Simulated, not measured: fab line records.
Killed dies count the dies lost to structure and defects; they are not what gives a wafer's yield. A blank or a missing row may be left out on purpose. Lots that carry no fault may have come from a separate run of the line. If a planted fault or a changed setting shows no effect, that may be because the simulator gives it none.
Which of the tools did it? -- flow sky130 -- 13 lots, 38 wafers sampled, at 3 steps of a route of 708

## WHAT EACH GAUGE READ, for each wafer
SKY_VIA3_CD_MEAS_12: target cd 200 nm. Usual: cd-nm reads 199.8 nm (standard deviation 1.4).
lot,measured,on,cd-nm (nm),flag
L611,day 40 08:26,cd-sem-02,200.4 199.9 199.7,
L613,day 41 05:26,cd-sem-02,200.1 199.8 200.6,
L614,day 41 21:47,cd-sem-02,201.8 201.4 200.7,
L615,day 41 22:51,cd-sem-02,201.5 201.5 201.9,
L616,day 42 01:23,cd-sem-01,197.9 199.3 198.6,
L620,day 42 19:23,cd-sem-02,201.1 199.7 198.9,
L622,day 43 02:58,cd-sem-01,199.3 201.1 199.4,
L623,day 43 14:14,cd-sem-01,199.2 200.5 198.5,
L625,day 43 21:59,cd-sem-02,198.6 197.1 198.4,
L627,day 44 11:04,cd-sem-01,199.7 201.7,
L629,day 45 08:58,cd-sem-02,199.3 200.5 199.3,
L631,day 45 14:14,cd-sem-01,199.5 199.2 198.6,
L632,day 45 19:11,cd-sem-01,200.9 201.9 202.1,

SKY_VIA3_THK_MEAS_23: measures by xrf. Usual: VIA3_W_THK 387 nm, standard deviation 5.8.
lot,measured,on,VIA3_W_THK (nm),flag
L611,day 40 09:36,film-metro-01,387 386 382,
L613,day 41 06:43,film-metro-01,388 392 388,
L614,day 41 22:58,film-metro-03,390 385 389,
L615,day 42 00:02,film-metro-03,381 372 376,
L616,day 42 02:33,film-metro-01,385 386 386,
L620,day 42 20:33,film-metro-02,387 381 383,
L622,day 43 04:07,film-metro-03,378 382 377,
L623,day 43 15:26,film-metro-01,383 395 388,
L625,day 43 23:10,film-metro-01,383 383 388,
L627,day 44 12:11,film-metro-01,391 399,
L629,day 45 10:06,film-metro-02,385 382 385,
L631,day 45 15:23,film-metro-01,396 397 402,
L632,day 45 20:19,film-metro-02,389 379 383,

## WHICH TOOL RAN EACH LOT (tool, then ch and the chambers of the sampled wafers, then the start)
lot,SKY_VIA3_ETCH_15
L611,"rie-diel-02 ch 0,1,3, day 40 08:35"
L613,"rie-diel-01 ch 0,1, day 41 05:38"
L614,"rie-diel-02 ch 0,2, day 41 21:56"
L615,"rie-diel-02 ch 0,1, day 41 23:03"
L616,"rie-diel-04 ch 1,3, day 42 01:35"
L620,"rie-diel-02 ch 0,2,3, day 42 19:35"
L622,"rie-diel-04 ch 0,2,3, day 43 03:09"
L623,"rie-diel-01 ch 0,1, day 43 14:26"
L625,"rie-diel-01 ch 1,2,3, day 43 22:11"
L627,"rie-diel-01 ch 0,2, day 44 11:12"
L629,"rie-diel-04 ch 1,3, day 45 09:08"
L631,"rie-diel-01 ch 0,1,3, day 45 14:26"
L632,"rie-diel-02 ch 1,2, day 45 19:20"
- SKY_VIA3_ETCH_15: etches SiO2 in C4F8/O2/Ar, stops on TiN, target depth 507 nm, time 78 s.

## WHAT THE TOOLS THEMSELVES READ (means of the sampled wafers that have a number; where no wafer has one, the mark that the record gives instead)
SKY_VIA3_ETCH_15. Usual: oes-product-au reads 0.952 a.u. (standard deviation 0.0049).
lot,tool,oes-product-au (a.u.),flag
L611,rie-diel-02,0.953,
L613,rie-diel-01,0.951,
L614,rie-diel-02,0.956,
L615,rie-diel-02,0.953,
L616,rie-diel-04,0.949,
L620,rie-diel-02,0.955,
L622,rie-diel-04,0.954,
L623,rie-diel-01,0.948,
L625,rie-diel-01,0.951,
L627,rie-diel-01,0.946,
L629,rie-diel-04,0.953,
L631,rie-diel-01,0.954,
L632,rie-diel-02,0.953,

## THE ANSWER, worked out from the rows above alone
Rule: a lot counts as off when the mean over its wafers that have a number is more than 3 standard deviations away from the usual mean. A lot without any number at a reading at which 4 lots or more have one is off too. Where the step has rows for the other lots, those lots are counted as sound. Order of review: gauges by route order, followed by the tools' own readings, for which a lot's mean as printed above is used. The first step at which some lot is off is used, and at that step the reading that is off furthest; a lot without a number counts as furthest.
None of the lots is off at any reading shown; this tells nothing.

## WHAT THE SIMULATOR HAD INSERTED
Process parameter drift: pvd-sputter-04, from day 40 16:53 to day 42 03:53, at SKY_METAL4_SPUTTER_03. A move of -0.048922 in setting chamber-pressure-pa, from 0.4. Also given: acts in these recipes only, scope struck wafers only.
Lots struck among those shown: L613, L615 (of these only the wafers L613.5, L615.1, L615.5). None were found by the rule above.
